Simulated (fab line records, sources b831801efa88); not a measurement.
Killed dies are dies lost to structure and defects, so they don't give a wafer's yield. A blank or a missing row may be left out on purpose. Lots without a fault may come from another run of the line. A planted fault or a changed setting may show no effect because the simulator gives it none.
fab line records | flow sky130
record lots=6 wafers=18 last_day=50
route steps=708 shown LOCAL_INTERCONNECT@396 CONTACT@406 PAD_OPEN@708
lots that met no fault: from a run of the same line without faults
start_h: hours from the record's first day to the start of the lot's first wafer shown | wait_h: hours since the lot's step before | " the same as in the row above | L1.1+2: a row that stands for several wafers | - no value, or no start given | * or withheld: withheld | < > ~ a bound
route shown NAME@n: a module of which the file shows steps, and the number in the route of the first | usual: mean/standard deviation of fault-free wafers | same: alike in all rows | chamber/n: place in a boat | sites: the reading at each site | _std_site: their standard deviation | _edge_site: outer sites' mean less inner sites' | radius_mm: how far each site lies from the wafer's centre | mask NAME#n: copy n | behind: the tool/chamber that last shaped the wafer | hold: why the lot was held/for how many hours/how that ended | device: the transistor (n, p or np) that didn't switch | end of line: the same wafers' tests at the end of the route | a step without rows: its recipe alone | killed: dies lost to structure and defects at the first sort, not the wafer's yield | map: a wafer's dies, x killed, . not, _ none there
set.NAME: the setting as run; set.NAME@STEP: as run at that earlier step | model.NAME: the simulator's own value behind a step, which no gauge read
lots at some steps of the route; a table a step, a row a wafer
services: from which hour (start_h, from the record's first day; less than 0 if before it) a tool's chamber was out of use, for how many hours, and why
## steps
# step SKY_LOCAL_INTERCONNECT_PEB_09
# recipe peb_temp_c=withheld peb_time_s=withheld resist=KrF-thick
# step SKY_LOCAL_INTERCONNECT_DEVELOP_10
# recipe develop_time_s=60 resist=KrF-thick dev_temp_c=21
# step SKY_LOCAL_INTERCONNECT_CD_MEAS_11
# recipe target_cd_nm=170
# usual cd_nm=169.1/1.5
# columns lot.wafer tool chamber start_h wait_h cd_nm
L193.2 cd_sem-02 - 765.64 - 171.5
L193.3 " - " " 172.4
L193.5 " - " " 171.1
L196.3 cd_sem-02 - 792.86 - 167.3
L196.4 " - " " 166.5
L196.6 " - " " 165.2
L202.2 cd_sem-02 - 832.35 - 169.8
L202.3 " - " " 169.5
L202.4 " - " " 168.1
L204.1 cd_sem-01 - 851.67 - 171.5
L204.2 " - " " 170.1
L204.3 " - " " 170.8
L209.2 cd_sem-02 - 877.81 - 169.0
L209.3 " - " " 169.1
L209.6 " - " " 169.7
L208.1 cd_sem-01 - 879.97 - 170.1
L208.5 " - " " 169.1
L208.6 " - " " 168.7
# step SKY_LOCAL_INTERCONNECT_OVL_MEAS_12
# usual LOCAL_INTERCONNECT_OVL=2/5
# columns lot.wafer tool chamber start_h wait_h LOCAL_INTERCONNECT_OVL[nm]
L193.2 overlay-01 - 765.75 0.1 2
L193.3 " - " " -7
L193.5 " - " " -6
L196.3 overlay-01 - 792.95 0.1 8
L196.4 " - " " 3
L196.6 " - " " 3
L202.2 overlay-01 - 832.46 0.1 -4
L202.3 " - " " 3
L202.4 " - " " 9
L204.1 overlay-01 - 851.79 0.1 -1
L204.2 " - " " 3
L204.3 " - " " 2
L209.2 overlay-01 - 877.92 0.1 3
L209.3 " - " " 3
L209.6 " - " " -2
L208.1 overlay-02 - 880.09 0.1 0
L208.5 " - " " -7
L208.6 " - " " 0
# step SKY_LOCAL_INTERCONNECT_ETCH_13
# recipe chemistry=N2/H2 target=BARC ion_energy_ev=200 bias_w=100 pressure_mtorr=30 n2_flow_sccm=100 h2_flow_sccm=200 icp_w=500 stop_on=SiO2 time_s=45.9 target_depth_a=600
# usual drypump_motor_current_A=5.8/0.4 oes_product_au=0.857/0.0054 throttle_valve_pct=13.224/0.0096
# columns lot.wafer tool chamber start_h wait_h drypump_motor_current_A oes_product_au rf_hours_counter_h throttle_valve_pct
L193.2 rie_metal-03 0 765.78 0.0 5.3 0.862 2 13.226
L193.3 " 1 " " 6.2 0.851 - 13.215
L193.5 " 1 " " 6.2 0.854 - 13.221
L196.3 rie_metal-01 1 793.02 0.1 6.4 0.849 - 13.226
L196.4 " 1 " " 6.4 0.861 - 13.230
L196.6 " 1 " " 6.4 0.860 - 13.221
L202.2 rie_metal-01 0 832.49 0.0 5.3 0.867 1 13.210
L202.3 " 0 " " 5.3 0.856 - 13.237
L202.4 " 1 " " 6.4 0.861 - 13.230
L204.1 rie_metal-02 0 851.83 0.0 5.7 0.860 3 13.230
L204.2 " 1 " " 5.8 0.856 1 13.231
L204.3 " 0 " " 5.7 0.855 - 13.228
L209.2 rie_metal-02 1 877.95 0.0 5.8 0.848 2 13.220
L209.3 " 0 " " 5.7 0.861 - 13.221
L209.6 " 0 " " 5.7 0.864 - 13.210
L208.1 rie_metal-03 0 880.13 0.0 5.3 0.862 7 13.220
L208.5 " 1 " " 6.2 0.854 - 13.227
L208.6 " 0 " " 5.3 0.852 - 13.236
# step SKY_LOCAL_INTERCONNECT_METAL_ETCH_14
# recipe target_depth_nm=110 stop_on=PSG chemistry=Cl2/BCl3 target=TiN resist_sidewall_deg=88 pressure_mtorr=10 icp_w=900 bias_w=48.5 Cl2_flow_sccm=60 bcl3_flow_sccm=30 time_s=31.4
# usual drypump_motor_current_A=5.8/0.4 oes_product_au=0.943/0.0072 throttle_valve_pct=21.900/0.01
# columns lot.wafer tool chamber start_h wait_h drypump_motor_current_A oes_product_au rf_hours_counter_h throttle_valve_pct
L193.2 rie_metal-03 0 765.84 0.0 5.3 0.948 2 21.907
L193.3 " 1 " " 6.2 0.946 - 21.886
L193.5 " 1 " " 6.2 0.950 - 21.901
L196.3 rie_metal-01 1 793.14 0.1 6.4 0.943 - 21.899
L196.4 " 1 " " 6.4 0.944 - 21.905
L196.6 " 1 " " 6.4 0.946 - 21.906
L202.2 rie_metal-01 0 832.55 0.0 5.3 0.944 1 21.897
L202.3 " 0 " " 5.3 0.939 - 21.904
L202.4 " 1 " " 6.4 0.939 - 21.899
L204.1 rie_metal-02 0 851.89 0.0 5.7 0.952 3 21.880
L204.2 " 1 " " 5.8 0.951 1 21.882
L204.3 " 0 " " 5.7 0.950 - 21.900
L209.2 rie_metal-02 1 878.01 0.0 5.8 0.944 2 21.918
L209.3 " 0 " " 5.7 0.940 - 21.891
L209.6 " 0 " " 5.7 0.944 - 21.896
L208.1 rie_metal-03 0 880.19 0.0 5.3 0.950 7 21.900
L208.5 " 1 " " 6.2 0.948 - 21.899
L208.6 " 0 " " 5.3 0.941 - 21.900
# step SKY_LOCAL_INTERCONNECT_STRIP_15
# recipe chemistry=O2/N2 power_w=1400 pressure_mtorr=1500 platen_temp_c=withheld o2_flow_sccm=3000 n2_flow_sccm=300 overash_fraction=0.5
# usual drypump_motor_current_A=5.90/0.3 oes_product_au=0.427/0.0043 strip_time_to_endpoint_s=4.736/0.024
# columns lot.wafer tool chamber start_h wait_h drypump_motor_current_A oes_product_au rf_hours_counter_h strip_time_to_endpoint_s
L193.2 plasma_asher-02 1 765.89 0.0 5.73 0.429 63 4.708
L193.3 " 0 " " 5.58 0.433 - 4.740
L193.5 " 0 " " 5.60 0.429 - 4.748
L196.3 plasma_asher-01 0 793.24 0.1 5.56 0.426 - 4.755
L196.4 " 1 " " 6.01 0.422 - 4.742
L196.6 " 0 " " 5.60 0.432 - 4.765
L202.2 plasma_asher-03 0 832.60 0.0 6.39 0.431 101 4.745
L202.3 " 1 " " 6.04 0.425 - 4.728
L202.4 " 0 " " 6.38 0.424 - 4.721
L204.1 plasma_asher-01 0 851.94 0.0 5.59 0.427 11 4.716
L204.2 " 1 " " 6.00 0.433 11 4.724
L204.3 " 0 " " 5.58 0.423 - 4.716
L209.2 plasma_asher-01 1 878.06 0.0 6.03 0.430 13 4.709
L209.3 " 1 " " 6.05 0.433 - 4.697
L209.6 " 1 " " 6.06 0.423 - 4.710
L208.1 plasma_asher-03 0 880.24 0.0 6.43 0.432 105 4.728
L208.5 " 1 " " 6.02 0.435 - 4.722
L208.6 " 0 " " 6.41 0.417 - 4.708
# step SKY_LOCAL_INTERCONNECT_STRIP_16
# recipe chemistry=post_etch_residue_remover time_s=1200 temp_c=72.5
# step SKY_LOCAL_INTERCONNECT_CLEAN_17
# recipe chemistry=IPA time_s=180 temp_c=25
# step SKY_LOCAL_INTERCONNECT_CLEAN_18
# recipe chemistry=O3/DIW dry=n2_spin
# step SKY_CONTACT_CVD_00
# recipe material=Si3N4 target_thk_nm=75 temp_c=400 time_s=withheld rf_w=450
# usual heater_power_w=701/130
# columns lot.wafer tool chamber start_h wait_h heater_power_w
L193.2 pecvd-02 0 766.48 0.0 682
L193.3 " 1 " " 582
L193.5 " 2 " " 638
L196.3 pecvd-02 1 793.80 0.0 613
L196.4 " 2 " " 546
L196.6 " 0 " " 737
L202.2 pecvd-03 2 833.23 0.0 741
L202.3 " 1 " " 746
L202.4 " 1 " " 741
L204.1 pecvd-02 0 852.57 0.0 748
L204.2 " 1 " " 606
L204.3 " 2 " " 561
L209.2 pecvd-01 0 878.65 0.0 921
L209.3 " 2 " " 1076
L209.6 " 2 " " 1043
L208.1 pecvd-03 0 880.84 0.0 763
L208.5 " 2 " " 816
L208.6 " 0 " " 773
# step SKY_CONTACT_THK_MEAS_01
# recipe reads=Si3N4_of_CONTACT_CVD_00
# usual CONTACT_CVD_00_THK=75.3/0.95
# columns lot.wafer tool chamber start_h wait_h CONTACT_CVD_00_THK[nm]
L193.2 film_metro-03 - 766.53 - 75.3
L193.3 " - " " 75.1
L193.5 " - " " 75.8
L196.3 film_metro-01 - 793.85 - 73.8
L196.4 " - " " 74.1
L196.6 " - " " 75.6
L202.2 film_metro-03 - 833.28 - 75.7
L202.3 " - " " 75.6
L202.4 " - " " 76.4
L204.1 film_metro-03 - 852.61 - 74.4
L204.2 " - " " 74.6
L204.3 " - " " 73.7
L209.2 film_metro-04 - 878.70 - 75.5
L209.3 " - " " 74.2
L209.6 " - " " 75.8
L208.1 film_metro-04 - 880.87 - 75.1
L208.5 " - " " 76.5
L208.6 " - " " 76.3
# step SKY_CONTACT_HDPCVD_02
# recipe material=SiO2 target_thk_nm=565 sigma_open_frac=0.3 time_s=94.2 temp_c=600 sih4_flow_sccm=60 pressure_mtorr=6
# usual run_length_s=122.2/0.6 sih4_flow_sccm=60.00/0.17
# columns lot.wafer tool chamber start_h wait_h run_length_s sih4_flow_sccm model.SiO2_of_CONTACT_HDPCVD_02.thk_nm
L193.2 hdpcvd-02 2 766.58 0.0 122.1 59.93 564.6
L193.3 " 0 " " 121.7 60.18 564.1
L193.5 " 2 " " 122.0 59.85 564.7
L196.3 hdpcvd-01 1 793.89 0.0 122.2 60.18 568.6
L196.4 " 0 " " 122.2 60.02 569.2
L196.6 " 1 " " 121.8 59.96 562.7
L202.2 hdpcvd-02 1 833.33 0.0 122.3 59.91 557.2
L202.3 " 1 " " 122.6 59.83 567
L202.4 " 2 " " 140.6 59.77 665.2
L204.1 hdpcvd-02 2 852.67 0.1 139.9 60.18 680.6
L204.2 " 1 " " 122.5 60.00 568.8
L204.3 " 0 " " 122.0 59.91 565.9
L209.2 hdpcvd-01 2 878.75 0.0 123.3 59.60 564.6
L209.3 " 1 " " 121.4 60.34 557.9
L209.6 " 0 " " 122.4 60.01 565.8
L208.1 hdpcvd-01 0 880.93 0.1 122.3 59.88 567.7
L208.5 " 2 " " 123.3 60.31 566.1
L208.6 " 1 " " 121.5 60.31 568
# step SKY_CONTACT_THK_MEAS_03
# recipe reads=SiO2_of_CONTACT_HDPCVD_02
# usual CONTACT_HDPCVD_THK=565/5.1
# columns lot.wafer tool chamber start_h wait_h CONTACT_HDPCVD_THK[nm]
L193.2 film_metro-01 - 766.65 0.0 564
L193.3 " - " " 564
L193.5 " - " " 564
L196.3 film_metro-03 - 793.98 0.1 569
L196.4 " - " " 569
L196.6 " - " " 563
L202.2 film_metro-03 - 833.44 0.1 557
L202.3 " - " " 567
L202.4 " - " " 665
L204.1 film_metro-04 - 852.73 0.0 680
L204.2 " - " " 569
L204.3 " - " " 566
L209.2 film_metro-03 - 878.83 0.0 564
L209.3 " - " " 558
L209.6 " - " " 566
L208.1 film_metro-03 - 881.00 0.0 568
L208.5 " - " " 566
L208.6 " - " " 568
# step SKY_CONTACT_CMP_04
# recipe material=SiO2 down_force_psi=4 platen_rpm=60 pad_velocity_m_s=0.94248
# usual motor_current_A=12.4/0.91 time_to_endpoint_s=86/4.1
# columns lot.wafer tool chamber start_h wait_h motor_current_A time_to_endpoint_s
L193.2 cmp-02 1 766.90 0.2 12.2 82
L193.3 " 2 " " 11.9 84
L193.5 " 0 " " 11.2 79
L196.4 cmp-01 0 794.02 0.0 14.2 90
L196.3 " 1 " " 12.0 94
L196.6 " 1 " " 12.0 87
L202.3 cmp-01 1 833.64 0.2 11.9 90
L202.2 " 3 " " 12.6 80
L202.4 " 0 " " 14.5 128
L204.3 cmp-01 2 852.79 0.0 12.4 85
L204.1 " 0 " " 14.1 134
L204.2 " 1 " " 12.0 92
L209.3 cmp-01 0 878.93 0.1 13.5 85
L209.2 " 2 " " 11.5 87
L209.6 " 3 " " 12.6 88
L208.1 cmp-01 0 881.06 0.1 14.1 91
L208.6 " 0 " " 14.0 87
L208.5 " 1 " " 11.9 91
# step SKY_CONTACT_BOW_MEAS_05
# recipe mode=bow
# usual CONTACT_BOW=81/6.4
# columns lot.wafer tool chamber start_h wait_h CONTACT_BOW[um]
L193.2 film_metro-01 - 767.17 0.2 90
L193.3 " - " " 77
L193.5 " - " " 91
L196.3 film_metro-04 - 794.36 0.2 76
L196.4 " - " " 84
L196.6 " - " " 82
L202.2 film_metro-04 - 833.96 0.2 73
L202.3 " - " " 87
L202.4 " - " " 80
L204.1 film_metro-01 - 853.09 0.1 83
L204.2 " - " " 78
L204.3 " - " " 85
L209.2 film_metro-04 - 879.20 0.1 91
L209.3 " - " " 82
L209.6 " - " " 68
L208.1 film_metro-03 - 881.36 0.2 83
L208.5 " - " " 84
L208.6 " - " " 82
# step SKY_PAD_OPEN_PROBE_99
# usual killed_at_M0_to_M3=44/7 killed_at_M4_up=3.2/2 killed_at_contacts=25/5.3 killed_at_front_end=15/4.3 killed_dies=86/8.7 killed_open=47/6.4 killed_short=39/5.6
# same gross_dies=492 killed_at_back_side=0 killed_at_other=0
# columns lot.wafer tool chamber start_h wait_h killed_at_M0_to_M3 killed_at_M4_up killed_at_contacts killed_at_front_end killed_dies killed_open killed_short
L193.2 prober-02 - 1117.26 0.1 50 4 20 17 91 54 36
L193.3 prober-02 - 1117.31 0.2 45 1 33 16 95 49 46
L193.5 prober-02 - 1117.41 0.2 30 3 15 14 62 25 37
L196.3 prober-01 - 1137.47 0.2 46 1 27 16 90 41 49
L196.4 prober-01 - 1137.52 0.2 38 3 28 15 84 47 36
L196.6 prober-01 - 1137.62 0.2 46 1 22 8 77 47 30
L202.2 prober-02 - 1164.37 0.1 43 3 25 9 80 39 41
L202.3 prober-02 - 1164.42 0.2 61 6 18 13 98 51 47
L202.4 prober-02 - 1164.47 0.2 56 0 21 14 91 52 39
L204.1 prober-01 - 1178.35 0.1 59 2 32 15 108 64 44
L204.2 prober-01 - 1178.40 0.1 46 7 29 15 97 52 45
L204.3 prober-01 - 1178.45 0.2 44 4 21 17 86 50 36
L209.2 prober-01 - 1193.59 0.1 48 4 30 11 93 58 35
L209.3 prober-01 - 1193.64 0.2 48 3 35 11 97 58 39
L209.6 prober-01 - 1193.79 0.2 56 5 19 19 99 52 47
L208.1 prober-02 - 1198.36 0.1 42 3 27 14 86 44 42
L208.5 prober-02 - 1198.56 0.2 37 2 21 19 79 34 45
L208.6 prober-02 - 1198.61 0.2 33 3 40 19 95 53 42
# killed by level:class
L193.2 CONTACT:geometric_particle:open=11 VIA3:geometric_particle:open=9 VIA2:geometric_particle:open=9 VIA1:geometric_particle:open=8 FIELD_ISO:geometric_particle:open=6 FIELD_ISO:geometric_particle:short=5 METAL2:geometric_particle:short=5 VIA3:geometric_particle:short=5
L193.3 VIA1:geometric_particle:open=11 LI_CONTACT:geometric_particle:open=9 CONTACT:geometric_particle:open=8 CONTACT:geometric_particle:short=7 METAL1:geometric_particle:short=6 VIA3:geometric_particle:open=5 LOCAL_INTERCONNECT:geometric_particle:short=5 METAL2:geometric_particle:short=5
L193.5 LI_CONTACT:geometric_particle:open=6 POLY_GATE:geometric_particle:short=5 METAL2:geometric_particle:short=5 METAL1:geometric_particle:short=4 VIA3:geometric_particle:open=4 FIELD_ISO:geometric_particle:short=3 VIA2:geometric_particle:open=3 LOCAL_INTERCONNECT:geometric_particle:short=3
L196.3 CONTACT:geometric_particle:open=9 VIA1:geometric_particle:open=8 VIA1:geometric_particle:short=6 VIA3:geometric_particle:open=6 CONTACT:geometric_particle:short=5 POLY_GATE:geometric_particle:short=5 LI_CONTACT:geometric_particle:short=5 METAL1:geometric_particle:short=5
L196.4 CONTACT:geometric_particle:open=10 CONTACT:geometric_particle:short=7 VIA1:geometric_particle:open=7 LI_CONTACT:geometric_particle:open=6 VIA3:geometric_particle:open=6 FIELD_ISO:geometric_particle:short=5 VIA3:geometric_particle:short=5 VIA2:geometric_particle:open=5
L196.6 METAL1:geometric_particle:short=11 VIA1:geometric_particle:open=8 VIA2:geometric_particle:open=7 LI_CONTACT:geometric_particle:open=6 VIA3:geometric_particle:open=6 LOCAL_INTERCONNECT:geometric_particle:short=5 CONTACT:geometric_particle:open=5 FIELD_ISO:geometric_particle:open=4
L202.2 VIA1:geometric_particle:open=9 VIA2:geometric_particle:open=7 CONTACT:geometric_particle:open=6 LI_CONTACT:geometric_particle:open=5 LI_CONTACT:geometric_particle:short=5 CONTACT:geometric_particle:short=5 VIA1:geometric_particle:short=5 VIA3:geometric_particle:open=5
L202.3 METAL1:geometric_particle:short=14 CONTACT:geometric_particle:open=8 VIA1:geometric_particle:open=8 VIA1:geometric_particle:short=7 VIA2:geometric_particle:open=7 METAL1:geometric_particle:open=6 VIA3:geometric_particle:open=6 METAL4:geometric_particle:short=5
L202.4 VIA1:geometric_particle:open=18 METAL1:geometric_particle:short=8 CONTACT:geometric_particle:open=7 VIA1:geometric_particle:short=7 LI_CONTACT:geometric_particle:open=6 METAL2:geometric_particle:short=6 POLY_GATE:geometric_particle:open=5 METAL1:geometric_particle:open=5
L204.1 VIA1:geometric_particle:open=18 CONTACT:geometric_particle:open=14 VIA3:geometric_particle:open=9 LI_CONTACT:geometric_particle:open=8 VIA1:geometric_particle:short=7 METAL2:geometric_particle:short=7 METAL1:geometric_particle:short=6 VIA2:geometric_particle:open=6
L204.2 VIA1:geometric_particle:open=14 LI_CONTACT:geometric_particle:open=12 VIA1:geometric_particle:short=10 VIA3:geometric_particle:open=8 CONTACT:geometric_particle:open=7 METAL4:geometric_particle:short=6 FIELD_ISO:geometric_particle:short=5 POLY_GATE:geometric_particle:short=5
L204.3 POLY_GATE:geometric_particle:open=9 VIA2:geometric_particle:open=9 LI_CONTACT:geometric_particle:open=8 VIA3:geometric_particle:open=8 METAL2:geometric_particle:short=7 VIA1:geometric_particle:open=5 LOCAL_INTERCONNECT:geometric_particle:short=5 METAL1:geometric_particle:short=5
L209.2 CONTACT:geometric_particle:open=14 VIA1:geometric_particle:open=12 VIA2:geometric_particle:open=11 LI_CONTACT:geometric_particle:open=8 METAL2:geometric_particle:short=7 VIA3:geometric_particle:open=5 CONTACT:geometric_particle:short=5 METAL4:geometric_particle:short=3
L209.3 CONTACT:geometric_particle:open=16 VIA1:geometric_particle:open=10 LI_CONTACT:geometric_particle:open=8 CONTACT:geometric_particle:short=7 METAL1:geometric_particle:short=7 METAL2:geometric_particle:short=7 VIA2:geometric_particle:open=7 VIA3:geometric_particle:open=6
L209.6 VIA1:geometric_particle:open=11 VIA1:geometric_particle:short=10 VIA2:geometric_particle:open=9 FIELD_ISO:geometric_particle:open=7 LI_CONTACT:geometric_particle:open=7 CONTACT:geometric_particle:open=7 VIA3:geometric_particle:open=6 FIELD_ISO:geometric_particle:short=5
L208.1 CONTACT:geometric_particle:open=11 VIA1:geometric_particle:open=9 FIELD_ISO:geometric_particle:open=6 VIA1:geometric_particle:short=6 METAL2:geometric_particle:short=6 LI_CONTACT:geometric_particle:open=5 SPACER:geometric_particle:short=4 LI_CONTACT:geometric_particle:short=4
L208.5 CONTACT:geometric_particle:short=10 VIA1:geometric_particle:open=8 VIA2:geometric_particle:open=6 VIA1:geometric_particle:short=6 VIA3:geometric_particle:open=6 FIELD_ISO:geometric_particle:short=5 POLY_GATE:geometric_particle:short=5 LI_CONTACT:geometric_particle:open=5
L208.6 CONTACT:geometric_particle:open=15 CONTACT:geometric_particle:short=13 VIA1:geometric_particle:open=8 FIELD_ISO:geometric_particle:open=6 VIA2:geometric_particle:open=6 LI_CONTACT:geometric_particle:open=5 POLY_GATE:geometric_particle:open=4 LI_CONTACT:geometric_particle:short=4
## services
# columns tool chamber start_h hours kind
cmp-02 - 744.00 4.0 pm
rie_metal-02 0 760.60 2.9 repair
cmp-01 - 761.35 9.3 pm
plasma_asher-03 - 764.71 2.0 repair
rie_metal-01 0 775.41 - clean
rie_metal-01 0 775.41 21.3 scheduled_down
rie_metal-01 0 775.41 21.3 vent_cycle
pecvd-01 - 781.91 28.1 pm
cmp-02 - 782.87 4.0 repair
rie_metal-02 0 784.29 - clean
rie_metal-02 0 784.29 24.1 scheduled_down
rie_metal-02 0 784.29 24.1 vent_cycle
cmp-01 - 807.41 2.2 repair
rie_metal-02 1 808.38 - clean
cmp-01 - 818.83 0.3 repair
pecvd-01 1 823.23 4.4 repair
cmp-02 - 829.82 3.9 repair
hdpcvd-02 0 830.71 17.2 repair
pecvd-03 2 849.31 10.3 repair
hdpcvd-02 - 857.23 2.0 repair
hdpcvd-02 2 859.99 5.2 repair
pecvd-02 - 860.58 8.4 repair
plasma_asher-02 - 860.65 5.8 repair
cmp-02 - 864.14 9.1 pm
## key
first_sign step=SKY_CONTACT_HDPCVD_02 reading=run_length_s direction=up sigmas=30 usual=* struck=*
effect step=SKY_CONTACT_THK_MEAS_03 reading=CONTACT_HDPCVD_THK direction=up sigmas=21 usual=565 struck=673
effect step=SKY_CONTACT_CMP_04 reading=time_to_endpoint_s direction=up sigmas=11 usual=* struck=*
model_effect step=SKY_CONTACT_HDPCVD_02 value=SiO2_of_CONTACT_HDPCVD_02.thk_nm without=563 struck=672.9
met_at SKY_CONTACT_HDPCVD_02
struck_wafers L202.4,L204.1
tester_left_out L202,L204
onset_between 766.58 833.33
fault kind=process_parameter_drift tool=hdpcvd-02 chamber=2 onset_h=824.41 steps=SKY_CONTACT_HDPCVD_02 channel=time_s offset=* shape=step end_h=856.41 acts_in=* stated=*
# tester_left_out: of these lots the tester's yield and bins aren't shown, on N5 and GAA mostly nor the transistor test; their killed dies are dies lost to structure and defects alone, not to doping, threshold or leakage, so they don't give the yield
